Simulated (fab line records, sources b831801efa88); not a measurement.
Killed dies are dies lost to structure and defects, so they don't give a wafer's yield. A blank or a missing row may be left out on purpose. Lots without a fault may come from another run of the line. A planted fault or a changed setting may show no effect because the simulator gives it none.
Which tool did it? | flow gf180mcu | 24 lots, 72 wafers sampled, at 4 steps of a route of 602

WHAT THE GAUGES READ, wafer by wafer
GF_V1_OVL_MEAS_15. Usual: V1_OVL -1 nm, standard deviation 6.6.
lot  | measured     | on         | V1_OVL (nm) | flag
L074 | day 17 18:04 | overlay-01 | -3 8 8      |
L075 | day 17 23:32 | overlay-02 | -9 -8 -9    |
L076 | day 18 20:40 | overlay-02 | 4 1 -5      |
L077 | day 18 23:32 | overlay-02 | 3 -4 0      |
L078 | day 19 16:04 | overlay-01 | -5 1 1      |
L080 | day 20 07:22 | overlay-02 | -6 -4 -11   |
L079 | day 20 07:49 | overlay-01 | 0 0 5       |
L081 | day 21 01:34 | overlay-01 | -1 -14 -4   |
L082 | day 21 08:13 | overlay-01 | 2 1 -6      |
L083 | day 22 06:10 | overlay-01 | -1 1 2      |
L085 | day 22 08:44 | overlay-01 | 6 -5 8      |
L084 | day 22 14:25 | overlay-01 | 8 11 0      |
L086 | day 23 04:07 | overlay-01 | 9 -1 4      |
L087 | day 23 04:46 | overlay-01 | 12 8 8      |
L088 | day 23 16:22 | overlay-01 | -5 -1 -4    |
L089 | day 23 20:52 | overlay-02 | 1 -6 -10    |
L090 | day 24 08:22 | overlay-02 | -16 -7 -8   |
L092 | day 24 11:28 | overlay-01 | -2 -11 -14  |
L091 | day 24 13:22 | overlay-01 | -4 -7 -4    |
L093 | day 25 00:02 | overlay-02 | 3 4 4       |
L094 | day 25 08:31 | overlay-02 | -9 -12 -14  |
L095 | day 25 20:28 | overlay-01 | 3 5 -6      |
L096 | day 25 23:46 | overlay-01 | 1 -7 -8     |
L097 | day 26 09:52 | overlay-01 | -10 8 -2    |

GF_M3_THK_MEAS_06: measures by xrf. Usual: M3_ALCU_THK 452 nm, standard deviation 7.7.
lot  | measured     | on            | M3_ALCU_THK (nm) | flag
L074 | day 19 22:38 | film_metro-01 | 459 459 458      |
L075 | day 20 04:53 | film_metro-01 | 456 466 459      |
L076 | day 21 02:08 | film_metro-01 | 445 439 445      |
L077 | day 21 04:58 | film_metro-04 | 441 438 442      |
L078 | day 21 19:33 | film_metro-04 | 451 456 449      |
L080 | day 22 11:54 | film_metro-04 | 448 444 443      |
L079 | day 22 12:49 | film_metro-04 | 455 454 458      |
L081 | day 23 05:23 | film_metro-01 | 466 465 464      |
L082 | day 23 11:30 | film_metro-03 | 442 441 442      |
L083 | day 24 09:08 | film_metro-03 | 449 445 448      |
L085 | day 24 10:44 | film_metro-03 | 457 457 458      |
L084 | day 24 17:52 | film_metro-03 | 439 443 446      |
L086 | day 25 06:41 | film_metro-04 | 448 451 443      |
L087 | day 25 07:14 | film_metro-04 | 458 456 456      |
L088 | day 25 17:09 | film_metro-04 | 454 453 454      |
L089 | day 25 20:16 | film_metro-01 | 452 457 454      |
L090 | day 26 07:42 | film_metro-04 | 452 449 446      |
L092 | day 26 11:27 | film_metro-01 | 459 458 458      |
L091 | day 26 13:10 | film_metro-04 | 451 448 457      |
L093 | day 26 22:48 | film_metro-01 | 469 467 471      |
L094 | day 27 06:16 | film_metro-01 | 453 448 445      |
L095 | day 27 18:41 | film_metro-04 | 441 446 438      |
L096 | day 27 21:16 | film_metro-01 | 462 457 462      |
L097 | day 28 06:20 | film_metro-04 | 450 453 454      |

GF_V3_THK_MEAS_03. Usual: V3_CVD_02_THK 855 nm, standard deviation 11.
lot  | measured     | on            | V3_CVD_02_THK (nm) | flag
L074 | day 20 23:33 | film_metro-02 | 848 827 862        |
L075 | day 21 06:17 | film_metro-02 | 844 851 853        |
L076 | day 22 02:30 | film_metro-01 | 850 842 850        |
L077 | day 22 05:43 | film_metro-01 | 859 871 852        |
L078 | day 22 19:58 | film_metro-02 | 851 855 856        |
L080 | day 23 11:16 | film_metro-01 | 859 858 865        |
L079 | day 23 12:14 | film_metro-04 | 861 870 865        |
L081 | day 24 05:09 | film_metro-04 | 849 827 851        |
L082 | day 24 11:06 | film_metro-01 | 851 845 851        |
L083 | day 25 07:47 | film_metro-02 | 861 881 862        |
L085 | day 25 09:22 | film_metro-02 | 872 858 862        |
L084 | day 25 16:39 | film_metro-04 | 864 862 867        |
L086 | day 26 04:17 | film_metro-04 | 850 852 864        |
L087 | day 26 05:06 | film_metro-04 | 864 867 875        |
L088 | day 26 14:38 | film_metro-01 | 858 852 861        |
L089 | day 26 18:01 | film_metro-02 | 851 861 864        |
L090 | day 27 04:25 | film_metro-04 | 835 846 858        |
L092 | day 27 08:44 | film_metro-04 | 829 846 854        |
L091 | day 27 10:29 | film_metro-02 | 854 860 863        |
L093 | day 27 19:43 | film_metro-04 | 845 861 877        |
L094 | day 28 03:02 | film_metro-04 | 847 860 873        |
L095 | day 28 14:50 | film_metro-02 | 847 874 864        |
L096 | day 28 17:30 | film_metro-04 | 852 860 882        |
L097 | day 29 02:39 | film_metro-04 | 852 853 859        |

GF_V3_CD_MEAS_14: target cd 260 nm. Usual: cd_nm 259.6 nm, standard deviation 1.2.
lot  | measured     | on        | cd_nm (nm)        | flag
L074 | day 21 23:31 | cd_sem-02 | 260.1 261.0 261.1 |
L075 | day 22 05:52 | cd_sem-01 | 261.0 259.8 259.8 |
L076 | day 23 01:50 | cd_sem-01 | 259.0 259.1 257.9 |
L077 | day 23 05:42 | cd_sem-01 | 259.5 260.3 260.7 |
L078 | day 23 18:50 | cd_sem-01 | 259.3 259.5 259.3 |
L080 | day 24 10:26 | cd_sem-02 | 257.9 258.4 258.7 |
L079 | day 24 11:33 | cd_sem-01 | 262.0 261.5 262.1 |
L081 | day 25 03:35 | cd_sem-01 | 261.7 261.2 260.0 |
L082 | day 25 09:11 | cd_sem-01 | 258.4 259.2 259.3 |
L083 | day 26 05:25 | cd_sem-01 | 260.8 260.6 259.9 |
L085 | day 26 06:13 | cd_sem-01 | 258.9 258.9 258.0 |
L084 | day 26 14:13 | cd_sem-01 | 260.9 260.2 261.1 |
L086 | day 27 01:38 | cd_sem-01 | 258.4 259.0 258.7 |
L087 | day 27 02:07 | cd_sem-02 | 258.6 258.6 260.0 |
L088 | day 27 10:50 | cd_sem-01 | 261.4 261.7 260.7 |
L089 | day 27 14:08 | cd_sem-01 | 260.5 259.5 258.6 |
L090 | day 28 00:25 | cd_sem-02 | 257.4 258.3 258.0 |
L092 | day 28 05:11 | cd_sem-01 | 260.0 259.6 259.1 |
L091 | day 28 06:26 | cd_sem-02 | 261.1 259.1 259.4 |
L093 | day 28 15:09 | cd_sem-01 | 258.0 257.7 258.6 |
L094 | day 28 22:58 | cd_sem-02 | 258.7 257.9 258.7 |
L095 | day 29 09:49 | cd_sem-01 | 259.0 259.5 259.6 |
L096 | day 29 13:10 | cd_sem-02 | 259.0 258.1 258.0 |
L097 | day 29 21:44 | cd_sem-01 | 259.3 259.8 259.4 |

WHICH TOOL RAN EACH LOT (tool, then ch and the chambers of the sampled wafers, then the start)
The record holds no process step before these readings.

WHAT THE TOOLS THEMSELVES READ (means of the sampled wafers that have a number; where no wafer has one, the mark that the record gives instead)
The record holds no such reading with a usual standard deviation.

THE ANSWER, worked out from the rows above alone
Rule: a lot is off if the mean of its wafers that have a number lies more than 3 standard deviations from the usual mean. A lot without any number at a reading at which 4 lots or more have one is off too. The other lots that the step has rows for count as sound. The gauges are gone through in route order, then the tools' own readings, and for those a lot's mean is taken as printed above. The first step at which some lot is off is used, and at that step the reading that is off furthest; a lot without a number counts as furthest.
No lot is off at any reading shown: from this, nothing can be told.

WHAT THE SIMULATOR HAD PUT IN
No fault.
